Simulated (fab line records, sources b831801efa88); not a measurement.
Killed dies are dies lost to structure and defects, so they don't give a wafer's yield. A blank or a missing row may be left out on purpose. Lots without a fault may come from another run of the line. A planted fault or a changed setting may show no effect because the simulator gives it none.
fab line records | flow sky130
record lots=5 wafers=15 last_day=49
route steps=708 shown VIA4@652 METAL5@661 PASSIVATION@681 PAD_OPEN@708
lots that met no fault: from a run of the same line without faults
start_h: hours from the record's first day to the start of the lot's first wafer shown | wait_h: hours since the lot's step before | " the same as in the row above | L1.1+2: a row that stands for several wafers | - no value, or no start given | * or withheld: withheld | < > ~ a bound
route shown NAME@n: a module of which the file shows steps, and the number in the route of the first | usual: mean/standard deviation of fault-free wafers | same: alike in all rows | chamber/n: place in a boat | sites: the reading at each site | _std_site: their standard deviation | _edge_site: outer sites' mean less inner sites' | radius_mm: how far each site lies from the wafer's centre | mask NAME#n: copy n | behind: the tool/chamber that last shaped the wafer | hold: why the lot was held/for how many hours/how that ended | device: the transistor (n, p or np) that didn't switch | end of line: the same wafers' tests at the end of the route | a step without rows: its recipe alone | killed: dies lost to structure and defects at the first sort, not the wafer's yield | map: a wafer's dies, x killed, . not, _ none there
set.NAME: the setting as run; set.NAME@STEP: as run at that earlier step | model.NAME: the simulator's own value behind a step, which no gauge read
lots at some steps of the route; a table a step, a row a wafer
services: from which hour (start_h, from the record's first day; less than 0 if before it) a tool's chamber was out of use, for how many hours, and why
## steps
# step SKY_VIA4_STRIP_13
# recipe chemistry=O2/N2 power_w=1400 pressure_mtorr=1500 platen_temp_c=withheld o2_flow_sccm=3000 n2_flow_sccm=300 overash_fraction=0.5
# usual drypump_motor_current_A=5.4/0.46 oes_product_au=0.709/0.0047 strip_time_to_endpoint_s=12.81/0.037
# columns lot.wafer tool chamber start_h wait_h drypump_motor_current_A oes_product_au rf_hours_counter_h strip_time_to_endpoint_s
L639.2 plasma_asher-01 1 1011.80 - 5.4 0.714 28 12.80
L639.4 " 1 " " 5.4 0.713 - 12.75
L639.5 " 0 " " 5.9 0.701 - 12.79
L643.2 plasma_asher-02 0 1041.50 - 5.1 0.714 56 12.78
L643.5 " 1 " " 5.0 0.709 - 12.84
L643.6 " 0 " " 5.1 0.709 - 12.81
L647.2 plasma_asher-03 0 1077.70 - 5.5 0.708 1 12.81
L647.4 " 1 " " 6.4 0.716 - 12.77
L647.5 " 0 " " 5.5 0.702 - 12.80
L648.2 plasma_asher-02 1 1082.90 - 5.0 0.712 60 12.81
L648.4 " 0 " " 5.1 0.707 - 12.82
L648.5 " 1 " " 5.0 0.713 - 12.83
L653.2 plasma_asher-02 0 1108.90 - 5.1 0.709 62 12.73
L653.4 " 1 " " 5.0 0.712 - 12.79
L653.5 " 0 " " 5.1 0.711 - 12.78
# step SKY_VIA4_STRIP_14
# recipe chemistry=post_etch_residue_remover time_s=1200 temp_c=72.5
# step SKY_VIA4_CLEAN_15
# recipe chemistry=IPA time_s=180 temp_c=25
# step SKY_VIA4_CLEAN_16
# recipe chemistry=O3/DIW dry=n2_spin
# step SKY_VIA4_SPUTTER_17
# recipe material=TiN target_thk_nm=20 chamber_pressure_pa=5 power_w=4000 time_s=80
# usual throttle_valve_pct=29.9/0.99
# columns lot.wafer tool chamber start_h wait_h throttle_valve_pct
L639.2 pvd_sputter-01 - 1012.56 0.0 30.2
L639.4 " - " " 29.4
L639.5 " - " " 30.0
L643.2 pvd_sputter-02 - 1042.09 0.0 28.4
L643.5 " - " " 29.3
L643.6 " - " " 28.3
L647.2 pvd_sputter-01 - 1078.33 0.0 30.1
L647.4 " - " " 29.0
L647.5 " - " " 30.2
L648.2 pvd_sputter-01 - 1083.49 0.0 30.0
L648.4 " - " " 29.0
L648.5 " - " " 29.2
L653.2 pvd_sputter-04 - 1109.52 0.0 32.1
L653.4 " - " " 30.1
L653.5 " - " " 32.1
# step SKY_VIA4_CVD_18
# recipe material=W target_thk_nm=505 time_s=152.14 temp_c=400 pressure_torr=40
# usual heater_power_w=794/45 susceptor_temp_C=400.00/0.23
# columns lot.wafer tool chamber start_h wait_h heater_power_w susceptor_temp_C
L639.2 cvd_w-01 1 1012.62 0.0 726 399.63
L639.4 " 1 " " 731 399.76
L639.5 " 1 " " 736 399.60
L643.2 cvd_w-01 0 1042.15 0.0 800 399.97
L643.5 " 1 " " 712 400.01
L643.6 " 0 " " 796 399.99
L647.2 cvd_w-02 0 1078.39 0.0 796 399.70
L647.4 " 0 " " 814 399.95
L647.5 " 0 " " 811 400.15
L648.2 cvd_w-02 0 1083.56 0.0 799 400.62
L648.4 " 0 " " 813 400.20
L648.5 " 0 " " 833 400.41
L653.2 cvd_w-02 1 1109.58 0.0 857 400.13
L653.4 " 1 " " 841 400.09
L653.5 " 1 " " 851 400.03
# step SKY_VIA4_RS_MEAS_19
# recipe thk_meas_gauge=four-point-probe reads=W_of_VIA4_CVD_18+TiN_of_VIA4_SPUTTER_17
# usual VIA4_W_RS=0.226/0.004
# columns lot.wafer tool chamber start_h wait_h VIA4_W_RS[ohm/sq]
L639.2 film_metro-04 - 1012.79 0.1 0.226
L639.4 " - " " 0.227
L639.5 " - " " 0.226
L643.2 film_metro-02 - 1042.33 0.1 0.222
L643.5 " - " " 0.230
L643.6 " - " " 0.221
L647.2 film_metro-04 - 1078.56 0.1 0.228
L647.4 " - " " 0.229
L647.5 " - " " 0.228
L648.2 film_metro-02 - 1083.73 0.1 0.231
L648.4 " - " " 0.228
L648.5 " - " " 0.231
L653.2 film_metro-02 - 1109.75 0.1 0.220
L653.4 " - " " 0.218
L653.5 " - " " 0.219
# step SKY_VIA4_THK_MEAS_20
# recipe thk_meas_gauge=xrf reads=W_of_VIA4_CVD_18
# usual VIA4_W_THK=507/9.9
# columns lot.wafer tool chamber start_h wait_h VIA4_W_THK[nm]
L639.2 film_metro-04 - 1012.90 0.1 502
L639.4 " - " " 503
L639.5 " - " " 507
L643.2 film_metro-02 - 1042.44 0.1 513
L643.5 " - " " 495
L643.6 " - " " 519
L647.2 film_metro-04 - 1078.67 0.1 498
L647.4 " - " " 498
L647.5 " - " " 498
L648.2 film_metro-02 - 1083.84 0.1 505
L648.4 " - " " 510
L648.5 " - " " 504
L653.2 film_metro-02 - 1109.86 0.1 530
L653.4 " - " " 535
L653.5 " - " " 529
# step SKY_VIA4_CMP_21
# recipe stop_on=SiO2 t_overpolish_s=25 down_force_psi=3.5 platen_rpm=60 target_thk_nm=0 pad_velocity_m_s=0.94248
# step SKY_METAL5_SPUTTER_00
# recipe material=Ti target_thk_nm=15 power_w=3000 time_s=10 chamber_pressure_pa=0.4
# step SKY_METAL5_SPUTTER_01
# recipe material=TiN target_thk_nm=20 power_w=6500 time_s=16.7 chamber_pressure_pa=0.4
# step SKY_METAL5_SPUTTER_02
# recipe material=AlCu target_thk_nm=1150 power_w=10600 time_s=61.2 chamber_pressure_pa=0.4
# step SKY_METAL5_SPUTTER_03
# recipe material=Ti target_thk_nm=5 power_w=3000 time_s=3.3 chamber_pressure_pa=0.4
# usual throttle_valve_pct=30.2/1.4
# columns lot.wafer tool chamber start_h wait_h throttle_valve_pct
L639.2 pvd_sputter-04 - 1013.46 0.0 30.0
L639.4 " - " " 28.6
L639.5 " - " " 31.8
L643.2 pvd_sputter-04 - 1042.88 0.0 28.5
L643.5 " - " " 32.0
L643.6 " - " " 30.3
L647.2 pvd_sputter-03 - 1079.12 0.0 29.1
L647.4 " - " " 31.0
L647.5 " - " " 27.3
L648.2 pvd_sputter-03 - 1084.29 0.0 31.7
L648.4 " - " " 27.3
L648.5 " - " " 29.1
L653.2 pvd_sputter-04 - 1110.88 0.0 28.9
L653.4 " - " " 30.3
L653.5 " - " " 28.7
# step SKY_METAL5_SPUTTER_04
# recipe material=TiN target_thk_nm=70 power_w=6500 time_s=58.3 chamber_pressure_pa=0.4
# step SKY_METAL5_RS_MEAS_05
# recipe thk_meas_gauge=four-point-probe reads=TiN_of_METAL5_SPUTTER_04+Ti_of_METAL5_SPUTTER_03+AlCu_of_METAL5_SPUTTER_02+TiN_of_METAL5_SPUTTER_01+Ti_of_METAL5_SPUTTER_00
# usual METAL5_ALCU_RS=0.0271/0.00033
# columns lot.wafer tool chamber start_h wait_h METAL5_ALCU_RS[ohm/sq]
L639.2 film_metro-01 - 1013.55 0.0 0.0270
L639.4 " - " " 0.0272
L639.5 " - " " 0.0276
L643.2 film_metro-02 - 1042.97 0.0 0.0276
L643.5 " - " " 0.0280
L643.6 " - " " 0.0275
L647.2 film_metro-02 - 1079.21 0.0 0.0268
L647.4 " - " " 0.0268
L647.5 " - " " 0.0268
L648.2 film_metro-03 - 1084.37 0.0 0.0273
L648.4 " - " " 0.0269
L648.5 " - " " 0.0266
L653.2 film_metro-03 - 1110.96 0.0 0.0273
L653.4 " - " " 0.0269
L653.5 " - " " 0.0272
# step SKY_METAL5_THK_MEAS_06
# recipe thk_meas_gauge=xrf reads=AlCu_of_METAL5_SPUTTER_02
# usual METAL5_ALCU_THK=1151/14
# columns lot.wafer tool chamber start_h wait_h METAL5_ALCU_THK[nm]
L639.2 film_metro-01 - 1013.66 0.1 1151
L639.4 " - " " 1147
L639.5 " - " " 1132
L643.2 film_metro-02 - 1043.08 0.1 1139
L643.5 " - " " 1115
L643.6 " - " " 1140
L647.2 film_metro-02 - 1079.32 0.1 1167
L647.4 " - " " 1166
L647.5 " - " " 1172
L648.2 film_metro-03 - 1084.48 0.1 1139
L648.4 " - " " 1156
L648.5 " - " " 1170
L653.2 film_metro-03 - 1111.07 0.1 1135
L653.4 " - " " 1155
L653.5 " - " " 1143
# step SKY_METAL5_DEHYDRATE_07
# recipe temp_c=200 time_s=60
# step SKY_METAL5_HMDS_08
# recipe prime_time_s=60 prime_temp_c=120
# step SKY_METAL5_COAT_09
# recipe resist=NOVOLAK spin_rpm=3000 resist_thk_nm=1800
# step SKY_METAL5_SOFTBAKE_10
# recipe temp_c=90 time_s=60 resist=NOVOLAK
# step SKY_METAL5_EXPOSE_11
# recipe mask_id=MM5 na=0.6 source_shape=conventional sigma_outer=0.6 polarization=unpolarized target_cd_nm=1600 dose_mj=190
# step SKY_METAL5_PEB_12
# recipe temp_c=withheld time_s=* resist=NOVOLAK
# step SKY_METAL5_DEVELOP_13
# recipe resist=NOVOLAK developer=TMAH develop_time_s=60 dev_temp_c=23
# step SKY_METAL5_DESCUM_14
# recipe chemistry=O2 source_power_w=150 bias_power_w=0 pressure_mtorr=10 temp_c=40 time_s=11
# usual drypump_motor_current_A=5.8/0.34 oes_product_au=0.999/0.0072
# columns lot.wafer tool chamber start_h wait_h drypump_motor_current_A oes_product_au rf_hours_counter_h
L639.2 rie_metal-04 0 1036.44 0.1 5.7 1.009 14
L639.4 " 1 " " 5.4 0.988 -
L639.5 " 0 " " 5.7 0.995 -
L643.2 rie_metal-04 1 1064.49 0.1 5.4 0.994 20
L643.5 " 0 " " 5.7 1.009 -
L643.6 " 1 " " 5.4 0.999 -
L647.2 rie_metal-03 0 1098.52 0.1 5.7 1.009 17
L647.4 " 0 " " 5.8 1.001 -
L647.5 " 1 " " 6.2 1.008 -
L648.2 rie_metal-01 0 1104.32 0.1 6.3 1.003 20
L648.4 " 0 " " 6.3 0.995 -
L648.5 " 0 " " 6.3 0.994 -
L653.2 rie_metal-04 0 1128.79 0.1 5.7 0.993 21
L653.4 " 1 " " 5.4 0.999 -
L653.5 " 1 " " 5.4 0.996 -
# step SKY_METAL5_METAL_ETCH_15
# recipe target_depth_a=12600 stop_on=SiO2 over_etch_frac=0.2 time_s=252 chemistry=Cl2/BCl3 resist_sidewall_deg=86 pressure_mtorr=10 icp_w=900 bias_w=48.5 Cl2_flow_sccm=60 bcl3_flow_sccm=30
# step SKY_METAL5_STRIP_16
# recipe chemistry=O2/N2 power_w=1400 pressure_mtorr=1500 platen_temp_c=withheld o2_flow_sccm=3000 n2_flow_sccm=300 overash_fraction=0.5
# step SKY_METAL5_STRIP_17
# recipe chemistry=post_etch_residue_remover time_s=1200 temp_c=72.5
# step SKY_METAL5_CLEAN_18
# recipe chemistry=IPA time_s=180 temp_c=25
# step SKY_METAL5_CLEAN_19
# recipe chemistry=O3/DIW dry=n2_spin
# step SKY_PASSIVATION_CVD_00
# recipe material=SiO2 target_thk_nm=90 temp_c=400 time_s=withheld rf_w=600
# usual heater_power_w=674/110 susceptor_temp_C=400.01/0.18
# columns lot.wafer tool chamber start_h wait_h heater_power_w susceptor_temp_C
L639.2 pecvd-03 1 1037.30 0.0 627 399.98
L639.4 " 1 " " 619 400.12
L639.5 " 0 " " 554 399.96
L643.2 pecvd-02 1 1065.43 0.0 660 400.08
L643.5 " 2 " " 654 400.11
L643.6 " 1 " " 660 400.05
L647.2 pecvd-02 0 1099.43 0.0 723 400.03
L647.4 " 0 " " 740 400.20
L647.5 " 1 " " 550 400.07
L648.2 pecvd-04 1 1105.23 0.0 829 400.58
L648.4 " 0 " " 538 400.07
L648.5 " 2 " " 853 399.80
L653.2 pecvd-04 2 1129.65 0.0 799 400.03
L653.4 " 1 " " 794 399.69
L653.5 " 0 " " 443 400.10
# step SKY_PASSIVATION_THK_MEAS_01
# recipe reads=SiO2_of_PASSIVATION_CVD_00
# usual PASSIVATION_CVD_00_THK=89.7/1.2
# columns lot.wafer tool chamber start_h wait_h PASSIVATION_CVD_00_THK[nm]
L639.2 film_metro-03 - 1037.34 - 90.4
L639.4 " - " " 89.6
L639.5 " - " " 91.5
L643.2 film_metro-03 - 1065.46 - 88.8
L643.5 " - " " 91.2
L643.6 " - " " 90.7
L647.2 film_metro-01 - 1099.46 - 88.6
L647.4 " - " " 89.1
L647.5 " - " " 90.0
L648.2 film_metro-04 - 1105.26 - 89.1
L648.4 " - " " 91.2
L648.5 " - " " 91.4
L653.2 film_metro-01 - 1129.69 - 88.5
L653.4 " - " " 89.4
L653.5 " - " " 91.8
# step SKY_PASSIVATION_CVD_02
# recipe material=Si3N4 target_thk_nm=540 temp_c=400 time_s=withheld rf_w=450
# step SKY_PASSIVATION_THK_MEAS_03
# recipe reads=Si3N4_of_PASSIVATION_CVD_02
# usual PASSIVATION_CVD_02_THK=541/7
# columns lot.wafer tool chamber start_h wait_h PASSIVATION_CVD_02_THK[nm]
L639.2 film_metro-03 - 1037.73 - 535
L639.4 " - " " 551
L639.5 " - " " 543
L643.2 film_metro-04 - 1065.75 - 531
L643.5 " - " " 534
L643.6 " - " " 542
L647.2 film_metro-04 - 1099.75 - 534
L647.4 " - " " 542
L647.5 " - " " 538
L648.2 film_metro-03 - 1105.55 - 533
L648.4 " - " " 546
L648.5 " - " " 557
L653.2 film_metro-01 - 1129.97 - 535
L653.4 " - " " 543
L653.5 " - " " 548
# step SKY_PASSIVATION_DEHYDRATE_04
# recipe temp_c=200 time_s=60
# step SKY_PASSIVATION_HMDS_05
# recipe prime_time_s=60 prime_temp_c=120
# step SKY_PASSIVATION_COAT_06
# recipe spin_rpm=2000 resist_thk_nm=3000
# step SKY_PASSIVATION_SOFTBAKE_07
# recipe temp_c=110 time_s=withheld
# step SKY_PASSIVATION_EXPOSE_08
# recipe mask_id=NSM target_cd_nm=3000 na=0.57 dose_mj=260
# step SKY_PASSIVATION_PEB_09
# recipe temp_c=115 time_s=withheld
# step SKY_PASSIVATION_DEVELOP_10
# recipe develop_time_s=60 dev_temp_c=23
# step SKY_PASSIVATION_ETCH_11
# recipe chemistry=CF4/O2 target_depth_nm=725 stop_on=AlCu source_w=800 bias_w=150 pressure_mtorr=150 cf4_flow_sccm=80 O2_flow_sccm=10 time_s=161.1
# step SKY_PASSIVATION_STRIP_12
# recipe chemistry=O2/N2 power_w=1400 pressure_mtorr=1500 platen_temp_c=withheld overash_fraction=0.7 o2_flow_sccm=3000 n2_flow_sccm=300
# step SKY_PAD_OPEN_PROBE_99
# usual defect_limited_yield=82.1/2 killed_at_M0_to_M3=44/7.8 killed_at_M4_up=3.1/1.7 killed_at_contacts=25/5.1 killed_at_front_end=15/4.4 killed_at_other=0.5/0.68 killed_dies=88/9.9 killed_open=48/6.9 killed_short=39/6.5 sort_bin_3_pad_short=0.8/0.42 sort_bin_5_function=10.6/1.5 sort_bin_6_memory=6.5/1.2 sort_n_pass=404/9.9 sort_yield_pct=82.1/2
# same gross_dies=492 killed_at_back_side=0 sort_bin_4_leakage[%]=0 sort_bin_8_speed[%]=0
# columns lot.wafer tool chamber start_h wait_h hold defect_limited_yield[%] killed_at_M0_to_M3 killed_at_M4_up killed_at_contacts killed_at_front_end killed_at_other killed_dies killed_open killed_short sort_bin_3_pad_short[%] sort_bin_5_function[%] sort_bin_6_memory[%] sort_n_pass sort_yield_pct[%] model.etest.tester.sort_n_pass model.etest.tester.sort_yield_pct model.etest.tester.sort_bin_5_pct model.etest.tester.sort_bin_3_pct
L639.2 prober-02 - 1082.46 0.1 - 84.3 40 4 22 11 0 77 41 36 1.0 9.8 4.9 415 84.3 415 84.35 9.756 1.016
L639.4 prober-02 - 1082.56 0.2 - 83.3 39 3 31 9 0 82 48 34 1.0 8.7 6.9 410 83.3 410 83.33 8.74 1.016
L639.5 prober-02 - 1082.61 0.2 - 82.9 45 4 22 12 1 84 47 37 0.4 10.2 6.5 408 82.9 408 82.93 10.16 0.4065
L643.2 prober-02 - 1109.02 0.1 - 84.3 32 2 29 12 2 77 47 29 0.4 11.2 4.1 415 84.3 415 84.35 11.18 0.4065
L643.5 prober-02 - 1109.17 0.2 - 80.9 45 2 31 15 1 94 52 42 1.2 10.4 7.5 398 80.9 398 80.89 10.37 1.22
L643.6 prober-02 - 1109.22 0.2 - 83.3 35 3 33 11 0 82 43 39 0.6 9.3 6.7 410 83.3 410 83.33 9.35 0.6098
L647.2 prober-02 - 1142.37 0.1 - 81.7 38 5 27 18 2 90 49 40 0.4 11.0 6.9 402 81.7 402 81.71 10.98 0.4065
L647.4 prober-02 - 1142.47 0.2 - 81.7 46 4 29 11 0 90 54 35 0.8 11.0 6.5 402 81.7 402 81.71 10.98 0.813
L647.5 prober-02 - 1142.52 0.2 - 83.3 28 4 32 18 0 82 48 34 0.4 9.6 6.7 410 83.3 410 83.33 9.553 0.4065
L648.2 prober-02 - 1145.57 0.1 - 82.3 59 1 19 7 1 87 48 39 1.0 11.2 5.5 405 82.3 405 82.32 11.18 1.016
L648.4 prober-02 - 1145.67 0.2 - 86.8 33 2 22 7 1 65 35 29 0.8 7.9 4.5 427 86.8 427 86.79 7.927 0.813
L648.5 prober-02 - 1145.72 0.2 - 84.6 38 1 20 17 0 76 45 31 0.8 10.8 3.9 416 84.6 416 84.55 10.77 0.813
L653.2 prober-02 - 1167.61 0.1 await_dispo/2.8h/release 71.3 49 69 16 7 0 141 31 43 5.1 17.1 6.5 351 71.3 351 71.34 17.07 5.081
L653.4 prober-02 - 1167.71 0.2 await_dispo/2.8h/release 82.7 32 3 32 17 1 85 51 33 0.4 10.4 6.5 407 82.7 407 82.72 10.37 0.4065
L653.5 prober-02 - 1167.76 0.2 await_dispo/2.8h/release 69.3 32 71 25 22 1 151 55 28 5.1 18.9 6.7 341 69.3 341 69.31 18.9 5.081
# killed by level:class
L639.2 VIA2:geometric_particle:open=8 VIA1:geometric_particle:open=8 LI_CONTACT:geometric_particle:open=7 CONTACT:geometric_particle:open=5 CONTACT:geometric_particle:short=5 METAL2:geometric_particle:short=5 FIELD_ISO:geometric_particle:open=4 LOCAL_INTERCONNECT:geometric_particle:short=4
L639.4 CONTACT:geometric_particle:open=13 VIA1:geometric_particle:open=12 LI_CONTACT:geometric_particle:open=6 METAL2:geometric_particle:short=5 VIA1:geometric_particle:short=5 POLY_GATE:geometric_particle:open=4 LOCAL_INTERCONNECT:geometric_particle:short=4 VIA3:geometric_particle:open=3
L639.5 CONTACT:geometric_particle:open=10 VIA1:geometric_particle:short=8 VIA3:geometric_particle:open=7 METAL1:geometric_particle:short=7 VIA1:geometric_particle:open=7 VIA2:geometric_particle:open=5 VIA3:geometric_particle:short=4 FIELD_ISO:geometric_particle:open=3
L643.2 CONTACT:geometric_particle:open=13 LI_CONTACT:geometric_particle:open=8 VIA2:geometric_particle:open=6 FIELD_ISO:geometric_particle:open=5 CONTACT:geometric_particle:short=5 VIA1:geometric_particle:open=5 VIA3:geometric_particle:short=4 VIA3:geometric_particle:open=4
L643.5 CONTACT:geometric_particle:open=14 CONTACT:geometric_particle:short=10 VIA1:geometric_particle:open=10 VIA3:geometric_particle:open=8 VIA2:geometric_particle:open=7 LI_CONTACT:geometric_particle:open=6 FIELD_ISO:geometric_particle:short=5 METAL2:geometric_particle:short=5
L643.6 CONTACT:geometric_particle:open=17 LI_CONTACT:geometric_particle:open=6 CONTACT:geometric_particle:short=6 VIA1:geometric_particle:open=6 VIA3:geometric_particle:short=6 METAL1:geometric_particle:short=5 VIA2:geometric_particle:open=5 VIA3:geometric_particle:open=5
L647.2 CONTACT:geometric_particle:open=15 VIA1:geometric_particle:open=9 METAL1:geometric_particle:short=8 FIELD_ISO:geometric_particle:open=7 LI_CONTACT:geometric_particle:open=5 POLY_GATE:geometric_particle:short=4 VIA2:geometric_particle:open=4 CONTACT:geometric_particle:short=4
L647.4 LI_CONTACT:geometric_particle:open=12 CONTACT:geometric_particle:open=9 VIA1:geometric_particle:open=7 METAL1:geometric_particle:short=7 VIA3:geometric_particle:open=7 VIA2:geometric_particle:open=6 METAL2:geometric_particle:short=6 CONTACT:geometric_particle:short=4
L647.5 CONTACT:geometric_particle:open=10 VIA1:geometric_particle:open=10 CONTACT:geometric_particle:short=8 FIELD_ISO:geometric_particle:open=7 LI_CONTACT:geometric_particle:open=6 LOCAL_INTERCONNECT:geometric_particle:short=6 FIELD_ISO:geometric_particle:short=5 VIA1:geometric_particle:short=4
L648.2 VIA1:geometric_particle:open=15 VIA3:geometric_particle:open=12 METAL1:geometric_particle:short=8 CONTACT:geometric_particle:open=8 VIA1:geometric_particle:short=6 METAL2:geometric_particle:short=5 LI_CONTACT:geometric_particle:open=4 CONTACT:geometric_particle:short=4
L648.4 CONTACT:geometric_particle:open=7 VIA1:geometric_particle:open=7 LI_CONTACT:geometric_particle:open=6 METAL2:geometric_particle:short=5 VIA1:geometric_particle:short=4 VIA3:geometric_particle:open=4 LI_CONTACT:geometric_particle:short=3 CONTACT:geometric_particle:short=3
L648.5 VIA1:geometric_particle:open=10 CONTACT:geometric_particle:open=8 FIELD_ISO:geometric_particle:open=7 VIA3:geometric_particle:open=7 VIA2:geometric_particle:open=5 METAL2:geometric_particle:short=5 CONTACT:geometric_particle:short=4 VIA1:geometric_particle:short=4
L653.2 METAL5:unspecified=67 METAL1:geometric_particle:short=8 VIA1:geometric_particle:open=8 VIA3:geometric_particle:short=6 METAL2:geometric_particle:short=6 LI_CONTACT:geometric_particle:open=5 VIA1:geometric_particle:short=5 VIA3:geometric_particle:open=5
L653.4 CONTACT:geometric_particle:open=14 VIA1:geometric_particle:open=11 LI_CONTACT:geometric_particle:open=7 FIELD_ISO:geometric_particle:open=5 LOCAL_INTERCONNECT:geometric_particle:short=5 METAL3:geometric_particle:short=4 POLY_GATE:geometric_particle:short=4 POLY_GATE:geometric_particle:open=3
L653.5 METAL5:unspecified=66 LI_CONTACT:geometric_particle:open=11 CONTACT:geometric_particle:open=9 VIA1:geometric_particle:open=8 POLY_GATE:geometric_particle:open=7 METAL2:geometric_particle:short=7 FIELD_ISO:geometric_particle:open=5 FIELD_ISO:geometric_particle:short=4
# map L653.5 (x killed, . not)
__________...x......_________
________......x...x..._______
______.......x..x.x....._____
_____.....x.............x____
____.xx.xx....xx.....x...x___
___..xxxxx.xx.x..x......x..__
__.x.xxxxxxxx........x.x...._
_x.xxxxxxxxxxx..x..x......x..
_..xxxxxxxxxx...x.x.x........
_x.xxxxxxxxx.x..xx......x....
_...xxxxxxxxx..x...x.x.......
_....xxxxxxxxx........x......
_.....xxx.x......xx.x....xx.x
_......xx....xx..x...x...x...
_..xx..............x.........
__........x.x.x....x.......x_
___.....x.....x.x......xx..__
____................xx....___
_____xx......x...xxxx...x____
______......xx......x..._____
________xx...x.....xx._______
__________x....x...._________
# map L639.5 (x killed, . not)
__________x...x....x_________
________.....xx...x..._______
______.x..............x._____
_____...x...x..xx........____
____.........x..x.x...x..x___
___..x..x....x..x.......x..__
__..x..x.......x......x.x..._
_x..............x........x...
_.....x.......xx.............
_x...x...x....x..x......x....
_x..................x..xx....
_x....x.x..x........x.....x..
_.x.......x.............xxxx.
_x....x...................xxx
_..x.........xx...xx....x..x.
__.........x.....x......x..._
___x.....x....x.....x.....x__
____........x.............___
_____..xxx.....x.........____
______.................._____
________...x.........._______
__________..x...x..x_________
## services
# columns tool chamber start_h hours kind
pvd_sputter-04 - 1000.32 8.0 repair
pvd_sputter-03 2 1012.41 - consumable_replace:kit
pvd_sputter-03 2 1012.41 18.0 scheduled_down
plasma_asher-02 - 1019.92 0.5 repair
pecvd-02 1 1020.02 2.4 repair
plasma_asher-03 - 1029.72 0.8 repair
pvd_sputter-01 - 1046.73 9.5 repair
rie_metal-01 - 1050.62 2.8 pm
plasma_asher-03 - 1055.25 9.0 pm
pecvd-03 - 1065.61 0.6 repair
pecvd-03 0 1076.62 7.2 repair
pecvd-03 1 1077.68 6.0 repair
cvd_w-01 0 1085.22 17.2 repair
rie_metal-03 - 1088.90 0.5 repair
pvd_sputter-01 3 1090.55 - consumable_replace:kit
pvd_sputter-01 3 1090.55 18.0 scheduled_down
pvd_sputter-01 3 1090.55 18.0 vent_cycle
pvd_sputter-02 - 1108.98 0.6 repair
cvd_w-01 - 1112.95 5.2 repair
pvd_sputter-04 0 1115.95 - consumable_replace:kit
pvd_sputter-04 0 1115.95 18.0 scheduled_down
pvd_sputter-04 0 1115.95 18.0 vent_cycle
rie_metal-01 0 1122.71 5.1 repair
pvd_sputter-01 - 1127.93 0.5 repair
## key
first_sign step=SKY_PAD_OPEN_PROBE_99 reading=killed_at_M4_up direction=up sigmas=40 usual=3.1 struck=70
effect step=SKY_PAD_OPEN_PROBE_99 reading=sort_bin_3_pad_short direction=up sigmas=10 usual=0.8 struck=5.1
model_effect step=SKY_PAD_OPEN_PROBE_99 value=etest.tester.sort_n_pass without=407 struck=346
met_at SKY_METAL5_SPUTTER_03
struck_wafers L653.2,L653.5
onset_between 1042.88 1110.88
fault kind=chamber_particle_source tool=pvd_sputter-04 chamber=- onset_h=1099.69 steps=SKY_METAL5_SPUTTER_03 rate_per_visit_cm2=1.9833 end_h=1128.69 scope=struck_wafers_only
